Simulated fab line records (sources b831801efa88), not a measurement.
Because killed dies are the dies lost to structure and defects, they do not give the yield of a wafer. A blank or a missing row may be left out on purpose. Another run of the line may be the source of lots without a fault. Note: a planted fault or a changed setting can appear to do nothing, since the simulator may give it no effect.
fab line records	flow sky130
record lots=5	wafers=15	lastDay=50
route steps=708 shown VIA1@473 METAL2@483 PAD_OPEN@708
lots with no fault: from the same line, run without faults
startH: hours from the record's first day to the start of the lot's first wafer shown	waitH: hours from the lot's prior step to this one	" same as the row above	L1.1+2: a row that stands for several wafers	- no value, or no start given	* or withheld: withheld	< > ~ a bound
route shown NAME@n: a module of which the file shows steps, and the number in the route of the first	usual: mean and standard deviation over wafers with no fault	same: alike in all rows	chamber/n: place in a boat	sites: the reading at each site	_std_site: how widely they spread, as a standard deviation	_edge_site: outer sites' mean less inner sites'	radiusMm: for every site, how far away it sits from the centre of the wafer	mask NAME#n: copy n	behind: tool/chamber where the wafer was last shaped	hold: why the lot went on hold/how many hours it stayed there/how the hold came to an end	device: which transistor (n, p or np) failed to switch	end of line: at the end of the route, the tests of the same wafers	for a step that has no rows: nothing shown but its recipe	killed: dies that structure and defects cost at the first sort, which is not the same as the wafer's yield	map: a wafer's dies, marking killed ones x, the rest . and places with no die _
set.NAME: the run value of the setting; set.NAME@STEP: its run value at that earlier step	model.NAME: the simulator's own value behind a step, which no gauge read
certain route steps with their lots: each step a table, each wafer a row
services: the hour from which a tool's chamber was out of use, counted from the record's first day as startH (under 0 if before that day), plus the number of hours and why
## steps
# step SKY_VIA1_ETCH_15
# recipe target=SiO2	chemistry=C4F8/O2/Ar	targetDepthNm=351	stopOn=TiN	maskMaterial=KrF-thick	sourceW=1500	biasW=1200	pressureMtorr=40	c4f8FlowSccm=withheld	O2_flow_sccm=6	Ar_flow_sccm=300	timeS=54
# usual oesProductAu=0.981/0.0059
# same timeS=54
lot.wafer	tool	chamber	startH	waitH	oesProductAu	rfHoursCounterH
L411.1	rieDiel-02	3	791.53	0.0	0.980	13
L411.2	"	1	"	"	0.986	7
L411.4	"	1	"	"	0.973	-
L415.1	rieDiel-03	1	835.83	0.0	0.979	13
L415.4	"	3	"	"	0.978	17
L415.6	"	0	"	"	0.985	-
L426.1	rieDiel-02	3	918.70	0.0	0.981	16
L426.3	"	2	"	"	0.982	7
L426.4	"	0	"	"	0.994	18
L428.1	rieDiel-03	3	919.65	0.0	0.983	19
L428.2	"	2	"	"	0.978	12
L428.6	"	1	"	"	0.978	-
L431.3	rieDiel-01	2	949.05	0.0	0.996	21
L431.4	"	0	"	"	0.978	15
L431.6	"	0	"	"	0.980	-
# step SKY_VIA1_STRIP_16
# recipe chemistry=O2/N2	powerW=1400	pressureMtorr=1500	platenTempC=withheld	o2FlowSccm=3000	n2FlowSccm=300	overashFraction=0.5
# step SKY_VIA1_STRIP_17
# recipe chemistry=postEtchResidueRemover	timeS=1200	tempC=72.5
# step SKY_VIA1_CLEAN_18
# recipe chemistry=IPA	timeS=180	tempC=25
# step SKY_VIA1_CLEAN_19
# recipe chemistry=O3/DIW	dry=n2Spin
# step SKY_VIA1_SPUTTER_20
# recipe material=TiN	targetThkNm=20	chamberPressurePa=5	powerW=4000	timeS=80
# usual throttleValvePct=30.0/0.93
# same timeS=80
lot.wafer	tool	chamber	startH	waitH	throttleValvePct
L411.1	pvdSputter-02	-	792.16	0.0	30.3
L411.2	"	-	"	"	29.6
L411.4	"	-	"	"	30.6
L415.1	pvdSputter-02	-	836.49	0.0	29.0
L415.4	"	-	"	"	29.6
L415.6	"	-	"	"	29.6
L426.1	pvdSputter-02	-	919.33	0.0	30.9
L426.3	"	-	"	"	29.6
L426.4	"	-	"	"	30.9
L428.1	pvdSputter-01	-	920.28	0.0	30.3
L428.2	"	-	"	"	28.7
L428.6	"	-	"	"	30.3
L431.3	pvdSputter-04	-	949.68	0.0	29.3
L431.4	"	-	"	"	30.7
L431.6	"	-	"	"	30.6
# step SKY_VIA1_CVD_21
# recipe material=W	targetThkNm=270	timeS=80.902	tempC=400	pressureTorr=40
# step SKY_VIA1_RS_MEAS_22
# recipe thkMeasGauge=four-point-probe	reads=W_of_VIA1_CVD_21+TiN_of_VIA1_SPUTTER_20
# usual VIA1_W_RS=0.429/0.0055
lot.wafer	tool	chamber	startH	waitH	VIA1_W_RS[ohm/sq]
L411.1	filmMetro-04	-	792.32	0.1	0.436
L411.2	"	-	"	"	0.427
L411.4	"	-	"	"	0.439
L415.1	filmMetro-02	-	836.65	0.1	0.434
L415.4	"	-	"	"	0.434
L415.6	"	-	"	"	0.423
L426.1	filmMetro-04	-	919.58	0.2	0.426
L426.3	"	-	"	"	0.429
L426.4	"	-	"	"	0.431
L428.1	filmMetro-04	-	920.53	0.2	0.432
L428.2	"	-	"	"	0.436
L428.6	"	-	"	"	0.430
L431.3	filmMetro-01	-	949.88	0.1	0.426
L431.4	"	-	"	"	0.429
L431.6	"	-	"	"	0.426
# step SKY_VIA1_THK_MEAS_23
# recipe thkMeasGauge=xrf	reads=W_of_VIA1_CVD_21
# usual VIA1_W_THK=272/3.6
lot.wafer	tool	chamber	startH	waitH	VIA1_W_THK[nm]
L411.1	filmMetro-04	-	792.44	0.1	266
L411.2	"	-	"	"	275
L411.4	"	-	"	"	267
L415.1	filmMetro-02	-	836.77	0.1	273
L415.4	"	-	"	"	271
L415.6	"	-	"	"	277
L426.1	filmMetro-04	-	919.70	0.1	275
L426.3	"	-	"	"	275
L426.4	"	-	"	"	272
L428.1	filmMetro-04	-	920.65	0.1	272
L428.2	"	-	"	"	269
L428.6	"	-	"	"	274
L431.3	filmMetro-01	-	949.98	0.1	272
L431.4	"	-	"	"	269
L431.6	"	-	"	"	271
# step SKY_VIA1_CMP_24
# recipe stopOn=SiO2	tOverpolishS=15	downForcePsi=3.5	platenRpm=60	targetThkNm=0	padVelocityMS=0.94248
# step SKY_METAL2_SPUTTER_00
# recipe material=Ti	targetThkNm=15	powerW=3000	timeS=10	chamberPressurePa=0.4
# step SKY_METAL2_SPUTTER_01
# recipe material=TiN	targetThkNm=20	powerW=6500	timeS=16.7	chamberPressurePa=0.4
# step SKY_METAL2_SPUTTER_02
# recipe material=AlCu	targetThkNm=250	powerW=10600	timeS=13.3	chamberPressurePa=0.4
# usual throttleValvePct=29.9/1.4
lot.wafer	tool	chamber	startH	waitH	throttleValvePct	model.AlCu_of_METAL2_SPUTTER_02.thkNm
L411.1	pvdSputter-04	-	792.85	0.0	30.3	251.4
L411.2	"	-	"	"	29.5	253.3
L411.4	"	-	"	"	31.3	252.6
L415.1	pvdSputter-03	-	837.17	0.0	30.0	252.8
L415.4	"	-	"	"	32.4	251.1
L415.6	"	-	"	"	32.2	250
L426.1	pvdSputter-04	-	920.11	0.0	30.2	241.2
L426.3	"	-	"	"	31.0	242
L426.4	"	-	"	"	29.8	244.1
L428.1	pvdSputter-03	-	921.06	0.0	27.7	251.6
L428.2	"	-	"	"	28.0	250.6
L428.6	"	-	"	"	30.2	252
L431.3	pvdSputter-01	-	950.37	0.0	29.7	251.5
L431.4	"	-	"	"	28.9	246.5
L431.6	"	-	"	"	29.5	250.8
# step SKY_METAL2_SPUTTER_03
# recipe material=Ti	targetThkNm=5	powerW=3000	timeS=3.3	chamberPressurePa=0.4
# usual throttleValvePct=29.8/1.3
# same timeS=3.3
lot.wafer	tool	chamber	startH	waitH	throttleValvePct
L411.1	pvdSputter-04	-	792.87	0.0	29.7
L411.2	"	-	"	"	29.3
L411.4	"	-	"	"	31.1
L415.1	pvdSputter-03	-	837.20	0.0	30.2
L415.4	"	-	"	"	32.5
L415.6	"	-	"	"	32.5
L426.1	pvdSputter-04	-	920.13	0.0	30.2
L426.3	"	-	"	"	30.6
L426.4	"	-	"	"	29.7
L428.1	pvdSputter-03	-	921.08	0.0	28.0
L428.2	"	-	"	"	28.0
L428.6	"	-	"	"	30.1
L431.3	pvdSputter-01	-	950.39	0.0	29.6
L431.4	"	-	"	"	28.9
L431.6	"	-	"	"	29.3
# step SKY_METAL2_SPUTTER_04
# recipe material=TiN	targetThkNm=70	powerW=6500	timeS=58.3	chamberPressurePa=0.4
# usual throttleValvePct=29.9/1.3
# same timeS=58.3
lot.wafer	tool	chamber	startH	waitH	throttleValvePct
L411.1	pvdSputter-04	-	792.89	0.0	30.1
L411.2	"	-	"	"	29.4
L411.4	"	-	"	"	31.4
L415.1	pvdSputter-03	-	837.22	0.0	30.0
L415.4	"	-	"	"	32.5
L415.6	"	-	"	"	32.4
L426.1	pvdSputter-04	-	920.15	0.0	30.0
L426.3	"	-	"	"	31.0
L426.4	"	-	"	"	29.7
L428.1	pvdSputter-03	-	921.10	0.0	27.9
L428.2	"	-	"	"	28.2
L428.6	"	-	"	"	30.1
L431.3	pvdSputter-01	-	950.41	0.0	29.4
L431.4	"	-	"	"	28.8
L431.6	"	-	"	"	29.7
# step SKY_METAL2_RS_MEAS_05
# recipe thkMeasGauge=four-point-probe	reads=TiN_of_METAL2_SPUTTER_04+Ti_of_METAL2_SPUTTER_03+AlCu_of_METAL2_SPUTTER_02+TiN_of_METAL2_SPUTTER_01+Ti_of_METAL2_SPUTTER_00
# usual METAL2_ALCU_RS=0.1266/0.0014
lot.wafer	tool	chamber	startH	waitH	METAL2_ALCU_RS[ohm/sq]
L411.1	filmMetro-02	-	792.94	0.0	0.1260
L411.2	"	-	"	"	0.1249
L411.4	"	-	"	"	0.1254
L415.1	filmMetro-04	-	837.27	0.0	0.1253
L415.4	"	-	"	"	0.1261
L415.6	"	-	"	"	0.1269
L426.1	filmMetro-02	-	920.20	0.0	0.1314
L426.3	"	-	"	"	0.1312
L426.4	"	-	"	"	0.1298
L428.1	filmMetro-03	-	921.15	0.0	0.1257
L428.2	"	-	"	"	0.1264
L428.6	"	-	"	"	0.1256
L431.3	filmMetro-03	-	950.50	0.1	0.1258
L431.4	"	-	"	"	0.1288
L431.6	"	-	"	"	0.1259
# step SKY_METAL2_THK_MEAS_06
# recipe thkMeasGauge=xrf	reads=AlCu_of_METAL2_SPUTTER_02
# usual METAL2_ALCU_THK=252.1/2.7
lot.wafer	tool	chamber	startH	waitH	METAL2_ALCU_THK[nm]
L411.1	filmMetro-02	-	793.06	0.1	251.0
L411.2	"	-	"	"	252.6
L411.4	"	-	"	"	253.1
L415.1	filmMetro-04	-	837.39	0.1	254.4
L415.4	"	-	"	"	254.0
L415.6	"	-	"	"	253.3
L426.1	filmMetro-02	-	920.32	0.1	241.8
L426.3	"	-	"	"	240.9
L426.4	"	-	"	"	244.5
L428.1	filmMetro-03	-	921.27	0.1	252.8
L428.2	"	-	"	"	253.7
L428.6	"	-	"	"	256.9
L431.3	filmMetro-03	-	950.60	0.1	251.1
L431.4	"	-	"	"	249.4
L431.6	"	-	"	"	252.5
# step SKY_METAL2_DEHYDRATE_07
# recipe tempC=200	timeS=60
# step SKY_METAL2_HMDS_08
# recipe primeTimeS=60	primeTempC=120
# step SKY_METAL2_COAT_09
# recipe resist=BARC	tempC=withheld	timeS=withheld	spinRpm=3000	resistThkNm=60
# step SKY_METAL2_COAT_10
# recipe resist=KrF-thick	spinRpm=3000	resistThkNm=450
# step SKY_METAL2_SOFTBAKE_11
# recipe tempC=100	timeS=90	resist=KrF-thick
# step SKY_METAL2_EXPOSE_12
# recipe maskId=MM2	na=0.8	sourceShape=annular	sigmaInner=0.55	sigmaOuter=0.85	targetCdNm=140	doseMj=28
# step SKY_METAL2_PEB_13
# recipe pebTempC=withheld	pebTimeS=withheld	resist=KrF-thick
# step SKY_METAL2_DEVELOP_14
# recipe developTimeS=60	resist=KrF-thick	devTempC=21
# step SKY_METAL2_CD_MEAS_15
# recipe targetCdNm=140
# usual cdNm=140.0/1.8
lot.wafer	tool	chamber	startH	waitH	cdNm
L411.1	cdSem-01	-	819.38	-	138.9
L411.2	"	-	"	"	139.3
L411.4	"	-	"	"	140.7
L415.1	cdSem-01	-	863.50	-	139.2
L415.4	"	-	"	"	137.7
L415.6	"	-	"	"	139.9
L426.1	cdSem-01	-	944.50	-	141.6
L426.3	"	-	"	"	141.1
L426.4	"	-	"	"	141.6
L428.1	cdSem-02	-	945.43	-	141.6
L428.2	"	-	"	"	139.4
L428.6	"	-	"	"	139.9
L431.3	cdSem-01	-	974.34	-	137.0
L431.4	"	-	"	"	137.7
L431.6	"	-	"	"	137.1
# step SKY_METAL2_OVL_MEAS_16
# usual METAL2_OVL=0/3.6
lot.wafer	tool	chamber	startH	waitH	METAL2_OVL[nm]
L411.1	overlay-01	-	819.50	0.1	1
L411.2	"	-	"	"	4
L411.4	"	-	"	"	5
L415.1	overlay-01	-	863.62	0.1	-6
L415.4	"	-	"	"	-5
L415.6	"	-	"	"	-4
L426.1	overlay-01	-	944.62	0.1	0
L426.3	"	-	"	"	0
L426.4	"	-	"	"	-1
L428.1	overlay-02	-	945.55	0.1	6
L428.2	"	-	"	"	2
L428.6	"	-	"	"	4
L431.3	overlay-01	-	974.43	0.1	2
L431.4	"	-	"	"	-4
L431.6	"	-	"	"	-3
# step SKY_METAL2_DESCUM_17
# recipe chemistry=O2	sourcePowerW=150	biasPowerW=0	pressureMtorr=10	tempC=40	timeS=8
# usual drypumpMotorCurrentA=5.4/0.36	heBacksideLeakSccm=3.3/0.32	oesProductAu=1.000/0.0094
# same timeS=8
lot.wafer	tool	chamber	startH	waitH	drypumpMotorCurrentA	heBacksideLeakSccm	oesProductAu	rfHoursCounterH
L411.1	rieMetal-01	0	819.53	0.0	5.8	3.1	1.012	11
L411.2	"	1	"	"	5.8	3.3	1.001	1
L411.4	"	0	"	"	5.8	3.4	1.022	-
L415.1	rieMetal-01	1	863.65	0.0	5.8	3.7	1.003	4
L415.4	"	1	"	"	5.8	3.4	0.999	-
L415.6	"	1	"	"	5.8	3.3	1.005	-
L426.1	rieMetal-02	1	944.65	0.0	5.8	3.1	1.009	10
L426.3	"	1	"	"	5.8	2.9	1.003	-
L426.4	"	0	"	"	5.0	3.3	0.996	-
L428.1	rieMetal-03	1	945.58	0.0	5.2	3.2	0.994	8
L428.2	"	1	"	"	5.2	3.3	0.996	-
L428.6	"	1	"	"	5.2	3.1	1.002	-
L431.3	rieMetal-02	0	974.46	0.0	5.0	3.2	0.986	-
L431.4	"	1	"	"	5.8	3.0	1.009	-
L431.6	"	1	"	"	5.8	3.1	1.020	-
# step SKY_METAL2_ETCH_18
# recipe chemistry=N2/H2	target=BARC	ionEnergyEv=200	biasW=100	pressureMtorr=30	n2FlowSccm=100	h2FlowSccm=200	icpW=500	stopOn=SiO2	timeS=45.9	targetDepthA=600
# step SKY_METAL2_METAL_ETCH_19
# recipe targetDepthA=3600	stopOn=SiO2	overEtchFrac=0.3	timeS=78	chemistry=Cl2/BCl3	resistSidewallDeg=88	pressureMtorr=10	icpW=900	biasW=48.5	Cl2_flow_sccm=60	bcl3FlowSccm=30
# usual drypumpMotorCurrentA=5.4/0.36	heBacksideLeakSccm=3.17/0.15	oesProductAu=0.855/0.0061	throttleValvePct=22.265/0.0094
# same timeS=78
lot.wafer	tool	chamber	startH	waitH	drypumpMotorCurrentA	heBacksideLeakSccm	oesProductAu	rfHoursCounterH	throttleValvePct	model.METAL2.featureDepthNm	model.etch.depthNm
L411.1	rieMetal-01	0	819.63	0.0	5.8	3.36	0.857	11	22.240	361.1	361.1
L411.2	"	1	"	"	5.8	3.28	0.868	1	22.246	363.5	363.5
L411.4	"	0	"	"	5.8	3.34	0.850	-	22.265	361.1	361.1
L415.1	rieMetal-01	1	863.84	0.1	5.8	3.18	0.855	4	22.276	363.7	363.7
L415.4	"	1	"	"	5.8	3.20	0.860	-	22.268	360.8	360.8
L415.6	"	1	"	"	5.8	3.28	0.847	-	22.275	360.1	360.1
L426.1	rieMetal-02	1	944.75	0.0	5.8	3.03	0.841	10	22.271	350.7	350.7
L426.3	"	1	"	"	5.8	3.02	0.850	-	22.259	352.7	352.7
L426.4	"	0	"	"	5.0	3.09	0.846	-	22.257	352.8	352.8
L428.1	rieMetal-03	1	945.77	0.1	5.2	3.08	0.856	8	22.262	362.5	362.5
L428.2	"	1	"	"	5.1	3.29	0.856	-	22.258	360.9	360.9
L428.6	"	1	"	"	5.1	3.11	0.854	-	22.252	362.3	362.3
L431.3	rieMetal-02	0	974.58	0.1	4.9	3.08	0.857	-	22.253	363.7	363.7
L431.4	"	1	"	"	5.8	3.06	0.849	-	22.263	356.8	356.8
L431.6	"	1	"	"	5.8	3.12	0.850	-	22.280	363	363
# step SKY_METAL2_STRIP_20
# recipe chemistry=O2/N2	powerW=1400	pressureMtorr=1500	platenTempC=withheld	o2FlowSccm=3000	n2FlowSccm=300	overashFraction=0.5
# step SKY_PAD_OPEN_PROBE_99
# usual defectLimitedYield=82.8/1.9	killed_at_M0_to_M3=43/7.3	killed_at_M4_up=3.6/1.9	killedAtContacts=23/5.3	killedAtFrontEnd=15/4.5	killedAtOther=0.3/0.72	killedDies=85/9.4	killedOpen=46/6.7	killedShort=38/6.8	sort_bin_3_pad_short=0.8/0.36	sort_bin_5_function=10.1/1.3	sort_bin_6_memory=6.3/1.2	sortNPass=407/9.4	sortYieldPct=82.8/1.9
# same grossDies=492	killedAtBackSide=0	sort_bin_4_leakage[%]=0	sort_bin_8_speed[%]=0
lot.wafer	tool	chamber	startH	waitH	defectLimitedYield[%]	killed_at_M0_to_M3	killed_at_M4_up	killedAtContacts	killedAtFrontEnd	killedAtOther	killedDies	killedOpen	killedShort	sort_bin_3_pad_short[%]	sort_bin_5_function[%]	sort_bin_6_memory[%]	sortNPass	sortYieldPct[%]	model.etest.met2.rsOhmSq
L411.1	prober-01	-	1076.16	0.1	82.5	46	2	28	9	1	86	53	32	1.0	8.7	7.7	406	82.5	0.1275
L411.2	prober-01	-	1076.21	0.1	84.3	44	3	19	11	0	77	34	43	1.0	6.9	7.7	415	84.3	0.1272
L411.4	prober-01	-	1076.31	0.2	82.5	50	3	23	10	0	86	52	33	1.4	9.1	6.9	406	82.5	0.1267
L415.1	prober-01	-	1109.87	0.1	79.7	60	2	24	13	1	100	56	44	1.0	12.2	7.1	392	79.7	0.128
L415.4	prober-01	-	1110.02	0.2	84.8	36	3	23	13	0	75	36	39	0.8	9.3	5.1	417	84.8	0.1274
L415.6	prober-01	-	1110.12	0.2	82.1	41	1	26	20	0	88	49	39	1.0	11.0	5.9	404	82.1	0.1297
L426.1	prober-02	-	1170.81	0.1	83.1	49	2	17	15	0	83	50	33	0.6	10.8	5.5	409	83.1	0.1328
L426.3	prober-02	-	1170.91	0.2	85.2	37	0	20	16	0	73	33	40	0.6	8.3	5.9	419	85.2	0.1325
L426.4	prober-02	-	1170.96	0.2	83.9	36	2	24	17	0	79	41	38	1.4	8.1	6.5	413	83.9	0.1304
L428.1	prober-01	-	1173.32	0.1	84.1	45	5	12	16	0	78	52	26	1.0	9.8	5.1	414	84.1	0.1288
L428.2	prober-01	-	1173.37	0.1	83.7	39	6	16	19	0	80	41	37	0.4	9.3	6.5	412	83.7	0.1292
L428.6	prober-01	-	1173.57	0.2	83.7	50	2	15	13	0	80	40	40	1.0	10.6	4.7	412	83.7	0.128
L431.3	prober-01	-	1192.11	0.2	79.1	48	7	29	18	1	103	54	49	1.4	11.4	8.1	389	79.1	0.128
L431.4	prober-01	-	1192.16	0.2	81.9	49	1	22	17	0	89	51	38	1.2	10.6	6.3	403	81.9	0.1297
L431.6	prober-01	-	1192.26	0.2	82.7	48	2	17	18	0	85	39	46	0.4	11.4	5.5	407	82.7	0.1274
# killed by level:class
L411.1 VIA1:geometricParticle:open=12 CONTACT:geometricParticle:open=10 VIA2:geometricParticle:open=8 LI_CONTACT:geometricParticle:open=7 VIA3:geometricParticle:open=5 LOCAL_INTERCONNECT:geometricParticle:short=4 VIA3:geometricParticle:short=4 METAL1:geometricParticle:short=4
L411.2 VIA3:geometricParticle:open=8 VIA2:geometricParticle:open=6 VIA1:geometricParticle:open=6 METAL2:geometricParticle:short=6 LOCAL_INTERCONNECT:geometricParticle:short=5 CONTACT:geometricParticle:open=5 METAL1:geometricParticle:short=5 VIA3:geometricParticle:short=5
L411.4 VIA1:geometricParticle:open=15 LI_CONTACT:geometricParticle:open=11 VIA2:geometricParticle:open=8 METAL2:geometricParticle:short=7 METAL2:geometricParticle:open=4 VIA3:geometricParticle:open=4 METAL1:geometricParticle:short=4 VIA2:geometricParticle:short=4
L415.1 VIA1:geometricParticle:open=16 VIA1:geometricParticle:short=11 CONTACT:geometricParticle:open=9 VIA2:geometricParticle:open=8 METAL1:geometricParticle:short=7 LI_CONTACT:geometricParticle:open=6 VIA3:geometricParticle:open=6 LOCAL_INTERCONNECT:geometricParticle:short=5
L415.4 VIA1:geometricParticle:open=8 CONTACT:geometricParticle:short=7 CONTACT:geometricParticle:open=7 METAL2:geometricParticle:short=6 VIA2:geometricParticle:open=5 FIELD_ISO:geometricParticle:short=4 LI_CONTACT:geometricParticle:open=4 LOCAL_INTERCONNECT:geometricParticle:short=4
L415.6 CONTACT:geometricParticle:open=9 VIA3:geometricParticle:open=8 LI_CONTACT:geometricParticle:open=6 POLY_GATE:geometricParticle:open=6 LOCAL_INTERCONNECT:geometricParticle:short=6 METAL1:geometricParticle:short=6 VIA2:geometricParticle:open=6 FIELD_ISO:geometricParticle:open=5
L426.1 VIA1:geometricParticle:open=14 VIA3:geometricParticle:open=8 VIA2:geometricParticle:open=7 LI_CONTACT:geometricParticle:open=6 FIELD_ISO:geometricParticle:open=5 METAL1:geometricParticle:short=5 VIA1:geometricParticle:short=5 METAL2:geometricParticle:short=4
L426.3 POLY_GATE:geometricParticle:short=8 VIA1:geometricParticle:open=6 VIA1:geometricParticle:short=5 VIA2:geometricParticle:open=5 CONTACT:geometricParticle:short=5 CONTACT:geometricParticle:open=5 METAL2:geometricParticle:short=5 LOCAL_INTERCONNECT:geometricParticle:short=4
L426.4 CONTACT:geometricParticle:open=11 VIA3:geometricParticle:open=8 POLY_GATE:geometricParticle:short=6 VIA1:geometricParticle:open=6 CONTACT:geometricParticle:short=5 LI_CONTACT:geometricParticle:open=4 METAL2:geometricParticle:short=4 VIA2:geometricParticle:short=4
L428.1 VIA2:geometricParticle:open=11 VIA1:geometricParticle:open=10 CONTACT:geometricParticle:open=8 VIA3:geometricParticle:open=7 POLY_GATE:geometricParticle:open=6 METAL4:geometricParticle:short=5 METAL2:geometricParticle:short=4 VIA1:geometricParticle:short=3
L428.2 VIA1:geometricParticle:open=8 VIA3:geometricParticle:open=7 CONTACT:geometricParticle:open=5 METAL2:geometricParticle:short=5 VIA1:geometricParticle:short=5 FIELD_ISO:geometricParticle:short=4 POLY_GATE:geometricParticle:open=4 POLY_GATE:geometricParticle:short=4
L428.6 POLY_GATE:geometricParticle:short=8 VIA1:geometricParticle:open=8 VIA3:geometricParticle:open=7 VIA2:geometricParticle:open=5 VIA1:geometricParticle:short=5 CONTACT:geometricParticle:short=5 METAL1:geometricParticle:short=5 VIA3:geometricParticle:short=5
L431.3 VIA1:geometricParticle:open=11 VIA2:geometricParticle:open=9 LI_CONTACT:geometricParticle:open=8 FIELD_ISO:geometricParticle:open=7 CONTACT:geometricParticle:open=7 METAL4:geometricParticle:short=7 LOCAL_INTERCONNECT:geometricParticle:short=6 METAL2:geometricParticle:short=6
L431.4 VIA1:geometricParticle:open=14 CONTACT:geometricParticle:open=13 FIELD_ISO:geometricParticle:short=7 VIA2:geometricParticle:open=7 FIELD_ISO:geometricParticle:open=6 METAL1:geometricParticle:short=5 METAL2:geometricParticle:short=5 VIA1:geometricParticle:short=5
L431.6 VIA1:geometricParticle:open=9 VIA1:geometricParticle:short=8 METAL1:geometricParticle:short=7 VIA3:geometricParticle:open=7 CONTACT:geometricParticle:short=6 FIELD_ISO:geometricParticle:short=5 POLY_GATE:geometricParticle:short=5 METAL3:geometricParticle:short=5
## services
tool	chamber	startH	hours	kind
pvdSputter-04	-	768.34	2.4	repair
pvdSputter-01	-	770.82	3.8	repair
rieDiel-02	0	777.83	18.0	repair
pvdSputter-03	-	785.63	3.2	repair
pvdSputter-03	-	787.59	6.3	repair
rieMetal-01	-	798.80	0.7	repair
rieDiel-01	1	807.91	1.2	repair
rieMetal-03	0	815.97	13.1	repair
pvdSputter-01	-	822.80	1.7	repair
pvdSputter-04	-	829.44	5.4	repair
rieMetal-01	0	840.17	90.2	repair
pvdSputter-03	-	862.96	6.4	repair
rieDiel-03	0	863.99	7.5	repair
rieDiel-03	2	878.40	2.6	repair
rieMetal-02	-	887.28	1.4	pm
pvdSputter-01	-	890.55	2.6	repair
rieMetal-01	-	902.09	14.6	pm
rieDiel-03	0	909.05	11.0	repair
pvdSputter-03	-	910.96	2.9	repair
pvdSputter-03	1	923.54	-	consumableReplace:kit
rieDiel-03	2	933.68	50.7	repair
rieDiel-01	3	934.08	5.8	repair
pvdSputter-02	-	934.79	2.4	repair
rieDiel-02	1	951.80	3.0	repair
## key
firstSign step=SKY_METAL2_RS_MEAS_05	reading=METAL2_ALCU_RS	direction=up	sigmas=2.9	usual=0.1266	struck=0.1308
effect step=SKY_METAL2_THK_MEAS_06	reading=METAL2_ALCU_THK	direction=down	sigmas=3.5	usual=252.1	struck=242.4
modelEffect step=SKY_METAL2_SPUTTER_02	value=AlCu_of_METAL2_SPUTTER_02.thkNm	without=250.9	struck=242.4
modelEffect step=SKY_METAL2_METAL_ETCH_19	value=METAL2.featureDepthNm	without=360.6	struck=352.1
modelEffect step=SKY_PAD_OPEN_PROBE_99	value=etest.met2.rsOhmSq	without=0.1273	struck=0.1319
metAt SKY_METAL2_SPUTTER_02
struckWafers L426.1,L426.3,L426.4
onsetBetween 792.85 920.11
alsoFits SKY_VIA1_ETCH_15:rieDiel-02,SKY_VIA1_SPUTTER_20:pvdSputter-02,SKY_METAL2_SPUTTER_03:pvdSputter-04,SKY_METAL2_SPUTTER_04:pvdSputter-04
fault kind=processParameterDrift	tool=pvdSputter-04	chamber=-	onsetH=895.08	steps=SKY_METAL2_SPUTTER_02	channel=timeS	offset=*	shape=step	endH=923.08	actsIn=*	stated=*
